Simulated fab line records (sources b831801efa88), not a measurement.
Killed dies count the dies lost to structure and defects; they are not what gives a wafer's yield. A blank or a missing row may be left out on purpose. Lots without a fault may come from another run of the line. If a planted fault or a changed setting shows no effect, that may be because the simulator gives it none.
fab line records	flow sky130
record: lots: 5	wafers: 14	last_day: 50
route steps=708 shown METAL4@637 VIA4@639 METAL5@661 PASSIVATION@684 PAD_OPEN@708
lots that met no fault: from a run of the same line without faults
start_h: hours from the record's first day to the start of the lot's first wafer shown	wait_h: hours since the lot's step before	" as in the row above	L1.1+2: a single row standing in for several wafers	- no value present, or no start provided	* or withheld: withheld	< > ~ a bound
route shown NAME@n: a module of which the file shows steps, and the number in the route of the first	usual: mean and standard deviation over wafers with no fault	same: alike in all rows	chamber/n: place in a boat	sites: per-site readings	_std_site: the standard deviation of these	_edge_site: mean of outer sites minus mean of inner sites	radius_mm: how far each site lies from the wafer's centre	mask NAME#n: copy n	behind: the last tool/chamber to shape the wafer	hold: why the lot went on hold/how many hours it stayed there/how the hold came to an end	device: the n, p or np transistor that did not switch	end of line: tests run on the same wafers once the route is complete	a step given without rows: its recipe and nothing more	killed: count of dies lost to structure and defects at first sort (not the wafer's yield)	map: per-die view of a wafer (x killed, . not killed, _ where there is no die)
set.NAME: the setting as run; set.NAME@STEP: as run at that earlier step	model.NAME: the simulator's own value behind a step, which no gauge read
lots at selected steps of the route; one table per step, one row per wafer
services: a tool's chamber out of use, with start hour (start_h, from the record's first day; less than 0 if before it), hours out, and reason
== steps ==
step: SKY_METAL4_CLEAN_21
recipe: chemistry: IPA	time_s: 180	temp_c: 25
step: SKY_METAL4_CLEAN_22
recipe: chemistry: O3/DIW	dry: n2_spin
step: SKY_VIA4_HDPCVD_00
recipe: material: SiO2	target_thk_nm: 1750	sigma_open_frac: 0.3	time_s: 291.7	temp_c: 400	sih4_flow_sccm: 60	pressure_mtorr: 6
step: SKY_VIA4_THK_MEAS_01
recipe: reads: SiO2_of_VIA4_HDPCVD_00
usual: VIA4_HDPCVD_THK: 1750/20
lot.wafer	tool	chamber	start_h	wait_h	VIA4_HDPCVD_THK[nm]
L950.1	film_metro-02	-	993.94	0.1	1760
L950.2	"	-	"	"	1726
L950.5	"	-	"	"	1743
L952.1	film_metro-04	-	1000.64	0.1	1777
L952.2	"	-	"	"	1749
L952.6	"	-	"	"	1768
L963.1	film_metro-01	-	1065.23	0.1	1733
L963.5	"	-	"	"	1747
L964.1	film_metro-01	-	1077.12	0.1	1791
L964.5	"	-	"	"	1783
L964.6	"	-	"	"	1754
L971.1	film_metro-01	-	1116.14	0.1	1773
L971.3	"	-	"	"	1756
L971.6	"	-	"	"	1783
step: SKY_VIA4_CMP_02
recipe: material: SiO2	down_force_psi: 4	platen_rpm: 60	pad_velocity_m_s: 0.94248
step: SKY_VIA4_BOW_MEAS_03
recipe: mode: bow
usual: VIA4_BOW: 80/8.3
lot.wafer	tool	chamber	start_h	wait_h	VIA4_BOW[um]
L950.1	film_metro-01	-	994.30	0.2	91
L950.2	"	-	"	"	89
L950.5	"	-	"	"	93
L952.1	film_metro-02	-	1001.00	0.2	76
L952.2	"	-	"	"	77
L952.6	"	-	"	"	68
L963.1	film_metro-04	-	1065.64	0.2	90
L963.5	"	-	"	"	85
L964.1	film_metro-01	-	1077.48	0.1	78
L964.5	"	-	"	"	82
L964.6	"	-	"	"	87
L971.1	film_metro-04	-	1116.51	0.1	75
L971.3	"	-	"	"	73
L971.6	"	-	"	"	71
step: SKY_VIA4_DEHYDRATE_04
recipe: temp_c: 200	time_s: 60
step: SKY_VIA4_HMDS_05
recipe: prime_time_s: 60	prime_temp_c: 120
step: SKY_VIA4_COAT_06
recipe: resist: NOVOLAK	spin_rpm: 3000	resist_thk_nm: 1140
step: SKY_VIA4_SOFTBAKE_07
recipe: temp_c: 90	time_s: 60	resist: NOVOLAK
step: SKY_VIA4_EXPOSE_08
recipe: mask_id: VIM4	na: 0.6	source_shape: conventional	sigma_outer: 0.6	polarization: unpolarized	target_cd_nm: 800	dose_mj: 132
step: SKY_VIA4_PEB_09
recipe: temp_c: withheld	time_s: *	resist: NOVOLAK
step: SKY_VIA4_DEVELOP_10
recipe: resist: NOVOLAK	developer: TMAH	develop_time_s: 60	dev_temp_c: 23
usual: exhaust_pa: 44.9/0.81
lot.wafer	tool	chamber	start_h	wait_h	exhaust_pa
L950.1	litho_track-02	0	1017.19	0.1	46.0
L950.2	"	0	"	"	45.0
L950.5	"	0	"	"	45.3
L952.1	litho_track-03	0	1023.70	0.1	43.4
L952.2	"	0	"	"	45.7
L952.6	"	0	"	"	45.0
L963.1	litho_track-03	0	1086.70	0.1	44.9
L963.5	"	0	"	"	44.5
L964.1	litho_track-02	0	1098.39	0.1	45.2
L964.5	"	0	"	"	45.8
L964.6	"	0	"	"	46.1
L971.1	litho_track-02	0	1136.19	0.1	44.4
L971.3	"	0	"	"	45.3
L971.6	"	0	"	"	45.4
step: SKY_VIA4_OVL_MEAS_11
usual: VIA4_OVL: 0.4/1.4
lot.wafer	tool	chamber	start_h	wait_h	VIA4_OVL[nm]
L950.1	overlay-02	-	1017.34	0.1	-0.9
L950.2	"	-	"	"	-1.0
L950.5	"	-	"	"	-0.1
L952.1	overlay-02	-	1023.85	0.1	-0.2
L952.2	"	-	"	"	2.2
L952.6	"	-	"	"	0.4
L963.1	overlay-01	-	1086.85	0.1	0.9
L963.5	"	-	"	"	3.5
L964.1	overlay-02	-	1098.54	0.1	1.9
L964.5	"	-	"	"	-1.5
L964.6	"	-	"	"	0.5
L971.1	overlay-01	-	1136.34	0.1	0.5
L971.3	"	-	"	"	-0.3
L971.6	"	-	"	"	-0.1
step: SKY_VIA4_ETCH_12
recipe: target: SiO2	chemistry: C4F8/O2/Ar	stop_on: TiN	mask_material: NOVOLAK	source_w: 1500	bias_w: 1200	pressure_mtorr: 40	c4f8_flow_sccm: withheld	O2_flow_sccm: 6	Ar_flow_sccm: 300	time_s: withheld	target_depth_a: 5800
usual: bias_w: 1200/3.7	oes_product_au: 0.925/0.0048
lot.wafer	tool	chamber	start_h	wait_h	bias_w	oes_product_au	model.VIA4.cd_nm
L950.1	rie_diel-02	0	1017.37	0.0	1203	0.924	801.4
L950.2	"	3	"	"	1201	0.924	802
L950.5	"	1	"	"	1209	0.926	803
L952.1	rie_diel-04	2	1023.89	0.0	1204	0.925	798.6
L952.2	"	3	"	"	1202	0.925	800.9
L952.6	"	2	"	"	1201	0.924	800.5
L963.1	rie_diel-02	1	1086.89	0.0	1205	0.926	792
L963.5	"	3	"	"	1206	0.926	801.3
L964.1	rie_diel-03	3	1098.57	0.0	1197	0.922	798.6
L964.5	"	1	"	"	1196	0.925	798.3
L964.6	"	0	"	"	1197	0.936	797.6
L971.1	rie_diel-03	0	1136.37	0.0	1202	0.928	800.8
L971.3	"	2	"	"	1199	0.921	801.4
L971.6	"	1	"	"	1208	0.928	797.7
step: SKY_VIA4_STRIP_13
recipe: chemistry: O2/N2	power_w: 1400	pressure_mtorr: 1500	platen_temp_c: withheld	o2_flow_sccm: 3000	n2_flow_sccm: 300	overash_fraction: 0.5
step: SKY_VIA4_STRIP_14
recipe: chemistry: post_etch_residue_remover	time_s: 1200	temp_c: 72.5
step: SKY_VIA4_CLEAN_15
recipe: chemistry: IPA	time_s: 180	temp_c: 25
step: SKY_VIA4_CLEAN_16
recipe: chemistry: O3/DIW	dry: n2_spin
step: SKY_VIA4_SPUTTER_17
recipe: material: TiN	target_thk_nm: 20	chamber_pressure_pa: 5	power_w: 4000	time_s: 80
usual: cathode_dc_power_W: 3999.9/0.82	throttle_valve_pct: 30.0/1.5
lot.wafer	tool	chamber	start_h	wait_h	cathode_dc_power_W	throttle_valve_pct
L950.1	pvd_sputter-01	-	1018.04	0.0	3999.0	28.5
L950.2	"	-	"	"	3999.6	29.2
L950.5	"	-	"	"	3999.4	30.8
L952.1	pvd_sputter-04	-	1024.59	0.0	3999.2	26.6
L952.2	"	-	"	"	4001.1	30.5
L952.6	"	-	"	"	3998.9	30.3
L963.1	pvd_sputter-04	-	1087.55	0.0	4000.3	26.8
L963.5	"	-	"	"	3999.1	32.2
L964.1	pvd_sputter-04	-	1099.24	0.0	3999.3	30.8
L964.5	"	-	"	"	3999.4	30.7
L964.6	"	-	"	"	4000.7	26.9
L971.1	pvd_sputter-01	-	1137.04	0.0	3998.6	29.5
L971.3	"	-	"	"	3998.3	30.5
L971.6	"	-	"	"	4000.4	28.6
step: SKY_VIA4_CVD_18
recipe: material: W	target_thk_nm: 505	time_s: 152.14	temp_c: 400	pressure_torr: 40
step: SKY_VIA4_RS_MEAS_19
recipe: thk_meas_gauge: four-point-probe	reads: W_of_VIA4_CVD_18+TiN_of_VIA4_SPUTTER_17
usual: VIA4_W_RS: 0.225/0.0032
lot.wafer	tool	chamber	start_h	wait_h	VIA4_W_RS[ohm/sq]
L950.1	film_metro-02	-	1018.25	0.1	0.219
L950.2	"	-	"	"	0.225
L950.5	"	-	"	"	0.225
L952.1	film_metro-02	-	1024.81	0.1	0.225
L952.2	"	-	"	"	0.221
L952.6	"	-	"	"	0.225
L963.1	film_metro-04	-	1087.76	0.1	0.226
L963.5	"	-	"	"	0.222
L964.1	film_metro-01	-	1099.60	0.3	0.226
L964.5	"	-	"	"	0.225
L964.6	"	-	"	"	0.224
L971.1	film_metro-01	-	1137.25	0.1	0.226
L971.3	"	-	"	"	0.227
L971.6	"	-	"	"	0.230
step: SKY_VIA4_THK_MEAS_20
recipe: thk_meas_gauge: xrf	reads: W_of_VIA4_CVD_18
usual: VIA4_W_THK: 515/8.3
lot.wafer	tool	chamber	start_h	wait_h	VIA4_W_THK[nm]
L950.1	film_metro-02	-	1018.37	0.1	527
L950.2	"	-	"	"	515
L950.5	"	-	"	"	512
L952.1	film_metro-02	-	1024.93	0.1	513
L952.2	"	-	"	"	523
L952.6	"	-	"	"	515
L963.1	film_metro-04	-	1087.88	0.1	514
L963.5	"	-	"	"	524
L964.1	film_metro-01	-	1099.72	0.1	517
L964.5	"	-	"	"	514
L964.6	"	-	"	"	514
L971.1	film_metro-01	-	1137.37	0.1	506
L971.3	"	-	"	"	508
L971.6	"	-	"	"	499
step: SKY_VIA4_CMP_21
recipe: stop_on: SiO2	t_overpolish_s: 25	down_force_psi: 3.5	platen_rpm: 60	target_thk_nm: 0	pad_velocity_m_s: 0.94248
step: SKY_METAL5_SPUTTER_00
recipe: material: Ti	target_thk_nm: 15	power_w: 3000	time_s: 10	chamber_pressure_pa: 0.4
step: SKY_METAL5_SPUTTER_01
recipe: material: TiN	target_thk_nm: 20	power_w: 6500	time_s: 16.7	chamber_pressure_pa: 0.4
step: SKY_METAL5_SPUTTER_02
recipe: material: AlCu	target_thk_nm: 1150	power_w: 10600	time_s: 61.2	chamber_pressure_pa: 0.4
usual: cathode_dc_power_W: 10600/1.8	throttle_valve_pct: 29.8/1.1
lot.wafer	tool	chamber	start_h	wait_h	cathode_dc_power_W	throttle_valve_pct
L950.1	pvd_sputter-03	-	1018.78	0.0	10598	31.1
L950.2	"	-	"	"	10598	29.5
L950.5	"	-	"	"	10601	29.1
L952.1	pvd_sputter-02	-	1025.34	0.0	10600	30.0
L952.2	"	-	"	"	10600	27.9
L952.6	"	-	"	"	10597	31.5
L963.1	pvd_sputter-02	-	1088.78	0.0	10604	31.4
L963.5	"	-	"	"	10601	30.3
L964.1	pvd_sputter-02	-	1100.13	0.0	10599	30.0
L964.5	"	-	"	"	10600	27.6
L964.6	"	-	"	"	10597	30.1
L971.1	pvd_sputter-01	-	1137.78	0.0	10602	30.7
L971.3	"	-	"	"	10599	28.7
L971.6	"	-	"	"	10601	29.4
step: SKY_METAL5_SPUTTER_03
recipe: material: Ti	target_thk_nm: 5	power_w: 3000	time_s: 3.3	chamber_pressure_pa: 0.4
step: SKY_METAL5_SPUTTER_04
recipe: material: TiN	target_thk_nm: 70	power_w: 6500	time_s: 58.3	chamber_pressure_pa: 0.4
step: SKY_METAL5_RS_MEAS_05
recipe: thk_meas_gauge: four-point-probe	reads: TiN_of_METAL5_SPUTTER_04+Ti_of_METAL5_SPUTTER_03+AlCu_of_METAL5_SPUTTER_02+TiN_of_METAL5_SPUTTER_01+Ti_of_METAL5_SPUTTER_00
usual: METAL5_ALCU_RS: 0.0269/0.00033
lot.wafer	tool	chamber	start_h	wait_h	METAL5_ALCU_RS[ohm/sq]
L950.1	film_metro-03	-	1018.90	0.0	0.0266
L950.2	"	-	"	"	0.0262
L950.5	"	-	"	"	0.0268
L952.1	film_metro-03	-	1025.45	0.0	0.0271
L952.2	"	-	"	"	0.0268
L952.6	"	-	"	"	0.0269
L963.1	film_metro-04	-	1088.90	0.0	0.0273
L963.5	"	-	"	"	0.0268
L964.1	film_metro-04	-	1100.25	0.0	0.0272
L964.5	"	-	"	"	0.0273
L964.6	"	-	"	"	0.0272
L971.1	film_metro-03	-	1137.90	0.0	0.0267
L971.3	"	-	"	"	0.0269
L971.6	"	-	"	"	0.0270
step: SKY_METAL5_THK_MEAS_06
recipe: thk_meas_gauge: xrf	reads: AlCu_of_METAL5_SPUTTER_02
usual: METAL5_ALCU_THK: 1151/16
lot.wafer	tool	chamber	start_h	wait_h	METAL5_ALCU_THK[nm]
L950.1	film_metro-03	-	1019.02	0.1	1173
L950.2	"	-	"	"	1192
L950.5	"	-	"	"	1166
L952.1	film_metro-03	-	1025.57	0.1	1150
L952.2	"	-	"	"	1157
L952.6	"	-	"	"	1155
L963.1	film_metro-04	-	1089.02	0.1	1138
L963.5	"	-	"	"	1154
L964.1	film_metro-04	-	1100.37	0.1	1133
L964.5	"	-	"	"	1137
L964.6	"	-	"	"	1141
L971.1	film_metro-03	-	1138.02	0.1	1162
L971.3	"	-	"	"	1153
L971.6	"	-	"	"	1146
step: SKY_METAL5_DEHYDRATE_07
recipe: temp_c: 200	time_s: 60
step: SKY_METAL5_HMDS_08
recipe: prime_time_s: 60	prime_temp_c: 120
step: SKY_METAL5_COAT_09
recipe: resist: NOVOLAK	spin_rpm: 3000	resist_thk_nm: 1800
step: SKY_METAL5_SOFTBAKE_10
recipe: temp_c: 90	time_s: 60	resist: NOVOLAK
step: SKY_METAL5_EXPOSE_11
recipe: mask_id: MM5	na: 0.6	source_shape: conventional	sigma_outer: 0.6	polarization: unpolarized	target_cd_nm: 1600	dose_mj: 190
step: SKY_METAL5_PEB_12
recipe: temp_c: withheld	time_s: *	resist: NOVOLAK
step: SKY_METAL5_DEVELOP_13
recipe: resist: NOVOLAK	developer: TMAH	develop_time_s: 60	dev_temp_c: 23
step: SKY_METAL5_DESCUM_14
recipe: chemistry: O2	source_power_w: 150	bias_power_w: 0	pressure_mtorr: 10	temp_c: 40	time_s: 11
usual: drypump_motor_current_A: 6.0/0.58	oes_product_au: 0.998/0.011
same: bias_power_w: 0
lot.wafer	tool	chamber	start_h	wait_h	drypump_motor_current_A	oes_product_au	rf_hours_counter_h
L950.1	rie_metal-02	0	1041.80	0.1	6.8	1.010	11
L950.2	"	1	"	"	6.4	1.006	8
L950.5	"	1	"	"	6.3	1.016	-
L952.1	rie_metal-04	0	1048.26	0.1	6.3	1.013	21
L952.2	"	1	"	"	5.0	1.001	8
L952.6	"	0	"	"	6.3	1.015	-
L963.1	rie_metal-03	0	1108.86	0.1	6.1	0.982	25
L963.5	"	1	"	"	5.8	0.974	-
L964.1	rie_metal-03	0	1119.76	0.1	6.1	0.984	26
L964.5	"	0	"	"	6.1	0.993	-
L964.6	"	1	"	"	5.8	0.997	-
L971.1	rie_metal-04	0	1155.84	0.1	6.3	1.016	3
L971.3	"	1	"	"	5.0	0.989	-
L971.6	"	0	"	"	6.3	1.024	-
step: SKY_METAL5_METAL_ETCH_15
recipe: target_depth_a: 12600	stop_on: SiO2	over_etch_frac: 0.2	time_s: 252	chemistry: Cl2/BCl3	resist_sidewall_deg: 86	pressure_mtorr: 10	icp_w: 900	bias_w: 48.5	Cl2_flow_sccm: 60	bcl3_flow_sccm: 30
usual: bcl3_flow_sccm: 30.00/0.1	bias_w: 48.50/0.15	drypump_motor_current_A: 6.0/0.59	oes_product_au: 0.894/0.0051	throttle_valve_pct: 22.264/0.0084
lot.wafer	tool	chamber	start_h	wait_h	bcl3_flow_sccm	bias_w	drypump_motor_current_A	oes_product_au	rf_hours_counter_h	throttle_valve_pct
L950.1	rie_metal-02	0	1041.83	0.0	29.97	48.64	6.8	0.896	11	22.261
L950.2	"	1	"	"	30.08	48.46	6.3	0.896	8	22.258
L950.5	"	1	"	"	29.93	48.31	6.4	0.898	-	22.256
L952.1	rie_metal-04	0	1048.29	0.0	30.06	48.34	6.3	0.890	21	22.272
L952.2	"	1	"	"	29.83	48.37	5.0	0.891	8	22.275
L952.6	"	0	"	"	29.87	48.45	6.3	0.891	-	22.259
L963.1	rie_metal-03	0	1108.89	0.0	29.98	48.48	6.1	0.899	25	22.270
L963.5	"	1	"	"	29.94	48.30	5.8	0.892	-	22.264
L964.1	rie_metal-03	0	1119.79	0.0	30.07	48.48	6.1	0.885	26	22.286
L964.5	"	0	"	"	30.10	48.42	6.1	0.901	-	22.261
L964.6	"	1	"	"	30.00	48.51	5.8	0.896	-	22.257
L971.1	rie_metal-04	0	1155.87	0.0	29.89	48.39	6.3	0.892	3	22.259
L971.3	"	1	"	"	29.94	48.30	5.1	0.889	-	22.274
L971.6	"	0	"	"	29.98	48.38	6.3	0.896	-	22.273
step: SKY_METAL5_STRIP_16
recipe: chemistry: O2/N2	power_w: 1400	pressure_mtorr: 1500	platen_temp_c: withheld	o2_flow_sccm: 3000	n2_flow_sccm: 300	overash_fraction: 0.5
usual: drypump_motor_current_A: 5.80/0.24	o2_flow_sccm: 3000/8.6	oes_product_au: 0.711/0.0039	strip_time_to_endpoint_s: 13.09/0.12
lot.wafer	tool	chamber	start_h	wait_h	drypump_motor_current_A	o2_flow_sccm	oes_product_au	rf_hours_counter_h	strip_time_to_endpoint_s
L950.1	plasma_asher-03	1	1042.07	0.2	5.32	2995	0.718	29	12.95
L950.2	"	0	"	"	6.09	2999	0.711	29	12.83
L950.5	"	0	"	"	6.04	3006	0.710	-	12.89
L952.1	plasma_asher-02	1	1048.53	0.2	5.74	2998	0.716	92	12.91
L952.2	"	0	"	"	5.84	2986	0.709	92	13.17
L952.6	"	1	"	"	5.73	3005	0.716	-	12.87
L963.1	plasma_asher-02	1	1109.13	0.2	5.74	2997	0.710	98	13.19
L963.5	"	1	"	"	5.75	3011	0.713	-	12.99
L964.1	plasma_asher-02	0	1120.03	0.2	5.83	3000	0.709	99	13.14
L964.5	"	0	"	"	5.82	3002	0.711	-	13.14
L964.6	"	1	"	"	5.73	3000	0.717	-	13.09
L971.1	plasma_asher-04	0	1156.11	0.2	5.73	2990	0.712	8	12.93
L971.3	"	0	"	"	5.74	2989	0.713	-	13.07
L971.6	"	1	"	"	6.08	2995	0.711	-	13.06
step: SKY_METAL5_STRIP_17
recipe: chemistry: post_etch_residue_remover	time_s: 1200	temp_c: 72.5
step: SKY_PASSIVATION_THK_MEAS_03
recipe: reads: Si3N4_of_PASSIVATION_CVD_02
usual: PASSIVATION_CVD_02_THK: 540/6.9
lot.wafer	tool	chamber	start_h	wait_h	hold	PASSIVATION_CVD_02_THK[nm]
L950.1	film_metro-03	-	1043.11	-	-	533
L950.2	"	-	"	"	-	534
L950.5	"	-	"	"	-	544
L952.1	film_metro-04	-	1049.60	-	-	528
L952.2	"	-	"	"	-	528
L952.6	"	-	"	"	-	542
L963.1	film_metro-01	-	1111.21	-	await_dispo/0.2h/release	532
L963.5	"	-	"	"	await_dispo/0.2h/release	532
L963.1	film_metro-01	-	1111.44	0.2	-	533
L963.5	"	-	"	"	-	533
L964.1	film_metro-03	-	1120.93	-	-	543
L964.5	"	-	"	"	-	549
L964.6	"	-	"	"	-	545
L971.1	film_metro-01	-	1157.01	-	-	532
L971.3	"	-	"	"	-	530
L971.6	"	-	"	"	-	543
step: SKY_PASSIVATION_DEHYDRATE_04
recipe: temp_c: 200	time_s: 60
usual: exhaust_pa: 45.0/0.89
lot.wafer	tool	chamber	start_h	wait_h	hold	exhaust_pa
L950.1	litho_track-01	0	1054.04	10.9	-	44.8
L950.2	"	0	"	"	-	45.5
L950.5	"	0	"	"	-	44.9
L952.1	litho_track-02	0	1060.59	11.0	-	45.1
L952.2	"	0	"	"	-	44.9
L952.6	"	0	"	"	-	44.7
L963.1	litho_track-01	0	1120.59	9.1	await_dispo/4.4h/release	44.4
L963.5	"	0	"	"	await_dispo/4.4h/release	44.1
L964.1	litho_track-04	0	1129.61	8.7	-	45.1
L964.5	"	0	"	"	-	45.6
L964.6	"	0	"	"	-	45.4
L971.1	litho_track-01	0	1164.94	7.9	-	45.7
L971.3	"	0	"	"	-	46.3
L971.6	"	0	"	"	-	45.7
step: SKY_PAD_OPEN_PROBE_99
usual: defect_limited_yield: 82.3/2	killed_at_M0_to_M3: 43/7.3	killed_at_M4_up: 3.1/1.7	killed_at_contacts: 25/5.3	killed_at_front_end: 15/4.3	killed_at_other: 0.2/0.54	killed_dies: 87/10	killed_open: 48/7.6	killed_short: 38/6.1	sort_bin_3_pad_short: 0.9/0.42	sort_bin_5_function: 10.5/1.5	sort_bin_6_memory: 6.3/1.2	sort_n_pass: 405/10	sort_yield_pct: 82.3/2
same: gross_dies: 492	killed_at_back_side: 0	sort_bin_4_leakage[%]: 0	sort_bin_8_speed[%]: 0
lot.wafer	tool	chamber	start_h	wait_h	defect_limited_yield[%]	killed_at_M0_to_M3	killed_at_M4_up	killed_at_contacts	killed_at_front_end	killed_at_other	killed_dies	killed_open	killed_short	sort_bin_3_pad_short[%]	sort_bin_5_function[%]	sort_bin_6_memory[%]	sort_n_pass	sort_yield_pct[%]
L950.1	prober-02	-	1088.83	0.1	81.5	42	6	28	15	0	91	43	48	0.6	12.6	5.3	401	81.5
L950.2	prober-02	-	1088.88	0.1	83.1	45	2	23	13	0	83	47	36	0.6	9.6	6.7	409	83.1
L950.5	prober-02	-	1089.03	0.2	82.1	51	2	17	18	0	88	53	35	1.0	10.4	6.5	404	82.1
L952.1	prober-02	-	1096.51	0.1	85.2	32	1	33	7	0	73	41	32	0.8	8.9	5.1	419	85.2
L952.2	prober-02	-	1096.56	0.1	84.8	39	4	18	14	0	75	40	35	1.2	8.7	5.3	417	84.8
L952.6	prober-02	-	1096.76	0.2	81.1	35	6	30	22	0	93	49	44	1.2	10.6	7.1	399	81.1
L963.1	prober-01	-	1151.84	0.1	84.1	40	1	20	16	1	78	44	33	0.8	9.1	5.9	414	84.1
L963.5	prober-01	-	1152.04	0.2	79.1	49	7	27	20	0	103	54	49	1.0	11.6	8.3	389	79.1
L964.1	prober-02	-	1159.73	0.1	76.8	60	2	26	26	0	114	60	53	0.8	14.6	7.7	378	76.8
L964.5	prober-02	-	1159.93	0.2	80.9	54	5	24	11	0	94	52	42	1.4	11.0	6.7	398	80.9
L964.6	prober-02	-	1159.98	0.2	81.5	52	1	20	18	0	91	49	42	1.6	10.4	6.5	401	81.5
L971.1	prober-01	-	1192.91	0.1	81.1	43	4	31	15	0	93	58	34	1.2	12.4	5.3	399	81.1
L971.3	prober-01	-	1193.01	0.2	82.7	46	5	22	12	0	85	47	38	1.2	12.0	4.1	407	82.7
L971.6	prober-01	-	1193.16	0.2	84.3	37	1	29	10	0	77	41	36	1.0	8.7	5.9	415	84.3
killed by level:class
L950.1 CONTACT:geometric_particle:open=11 METAL1:geometric_particle:short=8 VIA1:geometric_particle:open=7 FIELD_ISO:geometric_particle:short=6 LI_CONTACT:geometric_particle:open=6 METAL2:geometric_particle:short=6 LOCAL_INTERCONNECT:geometric_particle:short=5 CONTACT:geometric_particle:short=5
L950.2 CONTACT:geometric_particle:open=9 VIA1:geometric_particle:open=9 VIA3:geometric_particle:open=7 FIELD_ISO:geometric_particle:short=6 VIA2:geometric_particle:open=6 METAL2:geometric_particle:short=6 METAL1:geometric_particle:short=5 POLY_GATE:geometric_particle:open=4
L950.5 VIA1:geometric_particle:open=11 CONTACT:geometric_particle:open=10 VIA2:geometric_particle:open=9 VIA3:geometric_particle:open=8 METAL1:geometric_particle:short=7 METAL2:geometric_particle:short=5 POLY_GATE:geometric_particle:open=4 POLY_GATE:geometric_particle:short=4
L952.1 CONTACT:geometric_particle:open=13 VIA2:geometric_particle:open=7 METAL1:geometric_particle:short=6 LI_CONTACT:geometric_particle:short=5 LI_CONTACT:geometric_particle:open=5 LOCAL_INTERCONNECT:geometric_particle:short=5 CONTACT:geometric_particle:short=5 VIA3:geometric_particle:open=5
L952.2 METAL1:geometric_particle:short=8 CONTACT:geometric_particle:open=7 VIA3:geometric_particle:open=6 METAL2:geometric_particle:short=6 VIA2:geometric_particle:open=6 LI_CONTACT:geometric_particle:open=5 FIELD_ISO:geometric_particle:short=4 POLY_GATE:geometric_particle:open=4
L952.6 LI_CONTACT:geometric_particle:open=10 VIA1:geometric_particle:open=10 CONTACT:geometric_particle:open=8 CONTACT:geometric_particle:short=7 METAL4:geometric_particle:short=6 POLY_GATE:geometric_particle:short=5 METAL2:geometric_particle:short=5 VIA3:geometric_particle:open=5
L963.1 CONTACT:geometric_particle:open=8 VIA1:geometric_particle:open=8 CONTACT:geometric_particle:short=6 VIA2:geometric_particle:open=6 FIELD_ISO:geometric_particle:open=5 VIA1:geometric_particle:short=5 METAL2:geometric_particle:short=5 VIA3:geometric_particle:open=5
L963.5 LI_CONTACT:geometric_particle:open=10 VIA1:geometric_particle:open=10 VIA2:geometric_particle:open=10 VIA3:geometric_particle:open=7 CONTACT:geometric_particle:open=6 CONTACT:geometric_particle:short=6 METAL1:geometric_particle:short=6 METAL4:geometric_particle:short=6
L964.1 VIA1:geometric_particle:short=12 VIA1:geometric_particle:open=11 SPACER:geometric_particle:open=8 CONTACT:geometric_particle:open=8 VIA2:geometric_particle:open=8 FIELD_ISO:geometric_particle:open=7 METAL1:geometric_particle:short=7 VIA3:geometric_particle:open=6
L964.5 VIA1:geometric_particle:open=14 VIA2:geometric_particle:open=10 LOCAL_INTERCONNECT:geometric_particle:short=8 CONTACT:geometric_particle:open=8 VIA1:geometric_particle:short=6 METAL2:geometric_particle:short=6 LI_CONTACT:geometric_particle:open=5 METAL1:geometric_particle:short=4
L964.6 VIA3:geometric_particle:open=9 VIA1:geometric_particle:open=9 CONTACT:geometric_particle:open=8 CONTACT:geometric_particle:short=6 VIA3:geometric_particle:short=6 VIA1:geometric_particle:short=6 FIELD_ISO:geometric_particle:open=5 VIA2:geometric_particle:open=5
L971.1 CONTACT:geometric_particle:open=12 VIA1:geometric_particle:open=11 LI_CONTACT:geometric_particle:open=11 VIA2:geometric_particle:open=7 METAL1:geometric_particle:short=6 POLY_GATE:geometric_particle:open=5 METAL3:geometric_particle:short=5 VIA3:geometric_particle:open=5
L971.3 VIA1:geometric_particle:open=10 CONTACT:geometric_particle:open=8 LI_CONTACT:geometric_particle:open=7 METAL3:geometric_particle:short=6 VIA3:geometric_particle:open=5 POLY_GATE:geometric_particle:open=4 VIA2:geometric_particle:open=4 METAL1:geometric_particle:short=4
L971.6 CONTACT:geometric_particle:open=15 METAL1:geometric_particle:short=7 METAL2:geometric_particle:short=7 VIA1:geometric_particle:open=6 FIELD_ISO:geometric_particle:open=4 LI_CONTACT:geometric_particle:open=4 CONTACT:geometric_particle:short=4 VIA1:geometric_particle:short=4
== services ==
tool	chamber	start_h	hours	kind
rie_diel-03	-	1019.74	0.2	repair
pvd_sputter-02	-	1022.00	0.6	repair
rie_metal-04	-	1036.59	3.5	repair
pvd_sputter-01	-	1043.85	1.1	repair
rie_diel-02	2	1049.43	22.2	repair
rie_diel-04	0	1053.76	2.7	repair
pvd_sputter-02	-	1054.16	2.2	repair
plasma_asher-04	-	1055.25	9.0	pm
rie_diel-03	3	1056.73	11.2	repair
pvd_sputter-04	-	1066.63	2.3	repair
plasma_asher-04	-	1079.26	4.6	repair
rie_diel-04	-	1091.89	1.8	repair
rie_diel-04	3	1096.90	9.2	repair
rie_diel-03	2	1097.37	5.3	repair
rie_diel-02	-	1106.42	1.5	repair
rie_metal-02	-	1110.96	1.4	pm
rie_diel-04	3	1116.70	10.8	repair
pvd_sputter-01	-	1116.87	12.1	repair
rie_diel-03	2	1119.88	3.8	repair
rie_diel-04	3	1131.17	11.4	repair
rie_diel-03	2	1133.48	2.4	repair
rie_diel-02	0	1141.75	4.4	repair
rie_diel-02	0	1151.78	4.5	repair
pvd_sputter-01	-	1161.37	6.0	repair
== key ==
first_sign none at tools or gauges
model_effect: step: SKY_VIA4_ETCH_12	value: VIA4.cd_nm	without: 800	struck: 792
met_at SKY_VIA4_DEVELOP_10
struck_wafers L963.1
onset_between 1023.70 1086.70
fault: kind: process_parameter_drift	tool: litho_track-03	chamber: -	onset_h: 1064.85	steps: SKY_VIA4_DEVELOP_10	channel: develop_time_s	offset: *	shape: step	end_h: 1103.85	scope: struck_wafers_only	acts_in: *	stated: *
